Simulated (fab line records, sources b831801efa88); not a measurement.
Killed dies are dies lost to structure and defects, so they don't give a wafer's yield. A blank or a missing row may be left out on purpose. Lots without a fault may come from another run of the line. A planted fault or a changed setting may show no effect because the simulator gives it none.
Chamber matching | flow gf180mcu | GF_CONTACT_CVD_00 on hdpcvd-02: 3 sister chambers
The step deposits SiO2, target thk 300 nm, time 50 s. 3 wafers are shown with their chamber, then 8 later ones without.

WAFERS WITH THEIR CHAMBER
wafer  | chamber | sih4_flow_sccm (sccm)
L208.1 | 2       | 59.84
L211.4 | 1       | 59.62
L210.3 | 0       | 60.00

WAFERS WITHOUT THEIR CHAMBER
wafer  | sih4_flow_sccm (sccm)
L210.4 | 60.21
L210.5 | 60.20
L212.2 | 59.80
L212.3 | 60.05
L212.5 | 60.01
L214.4 | 60.19
L214.5 | 60.19
L214.6 | 59.69

WHICH CHAMBER EACH WENT THROUGH
wafer  | from the rows above          | in truth
L210.4 | can't be placed: 0 or 2      | 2
L210.5 | can't be placed: 0 or 2      | 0
L212.2 | can't be placed: 2 or 1 or 0 | 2
L212.3 | can't be placed: 0 or 2      | 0
L212.5 | can't be placed: 0 or 2      | 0
L214.4 | can't be placed: 0 or 2      | 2
L214.5 | can't be placed: 0 or 2      | 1
L214.6 | can't be placed: 1 or 2 or 0 | 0
Placed correctly: 0 of 8. Can't be placed from these rows: 8 (the true chamber is among the candidates in 7). Placed wrongly: 0.
How it was worked out, from the rows above alone: a wafer's distance from a chamber is the root of the sum, over the readings, of the square of ((its reading less the chamber's mean) divided by the reading's scatter). The wafer belongs to the nearest chamber; if the next one is less than 2 further off, it can't be placed. A chamber's mean is the mean of its shown wafers. The scatter: with one shown wafer a chamber, the root of the mean of the squares of how far each hidden wafer lies from its nearest shown one.
